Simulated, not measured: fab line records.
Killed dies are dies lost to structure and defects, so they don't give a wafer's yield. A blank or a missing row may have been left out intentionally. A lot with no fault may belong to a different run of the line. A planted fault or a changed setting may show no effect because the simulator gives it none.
What tool caused it? ; flow sky130 ; 6 lots with 18 wafers sampled at 2 steps, on a route of 708 steps

== WHAT THE GAUGES READ, wafer by wafer ==
SKY_POLY_GATE_CD_MEAS_13: target cd 150 nm.
lot;measured;on;cd-nm (nm)
L545;day 16 20:11;cd-sem-02;148.3 149.2 149.9
L550;day 18 13:51;cd-sem-01;150.4 149.4 150.0
L557;day 21 12:17;cd-sem-01;150.3 151.1 150.2
L559;day 22 04:58;cd-sem-02;150.3 150.8 148.4
L563;day 23 06:52;cd-sem-02;150.9 150.3 151.2
L565;day 24 06:29;cd-sem-02;149.3 149.0 151.1

== TOOL THAT RAN EACH LOT (tool first, then ch and the chambers of the sampled wafers, then the start) ==
lot;SKY_POLY_GATE_EXPOSE_10
L545;krf-scanner-02 ch 0, day 16 06:10
L550;krf-scanner-02 ch 0, day 17 23:55
L557;krf-scanner-01 ch 0, day 20 21:28
L559;krf-scanner-01 ch 0, day 21 13:49
L563;krf-scanner-02 ch 0, day 22 15:37
L565;krf-scanner-02 ch 0, day 23 15:55
- SKY_POLY_GATE_EXPOSE_10: exposes mask P1M, target cd 150 nm.

== THE ANSWER, worked out from the rows above alone ==
Rule: what is usual is taken from the lots themselves. Put in order of their means at a reading, lots are off if they are a third of the lots or fewer, leave a main group of 4 or more, and stand apart from it by a gap of 3 or more times the standard deviation of the main group's means; of several such gaps the widest counts. A main group whose means are all the same, to the digits that the tables above print for the reading, isn't used. Also off: a lot with no number at a reading for which 4 or more lots have one. The other lots that the step has rows for count as sound.
No lot is off on any of the readings shown, so nothing can be concluded from this.

== WHAT WAS PUT IN BY THE SIMULATOR ==
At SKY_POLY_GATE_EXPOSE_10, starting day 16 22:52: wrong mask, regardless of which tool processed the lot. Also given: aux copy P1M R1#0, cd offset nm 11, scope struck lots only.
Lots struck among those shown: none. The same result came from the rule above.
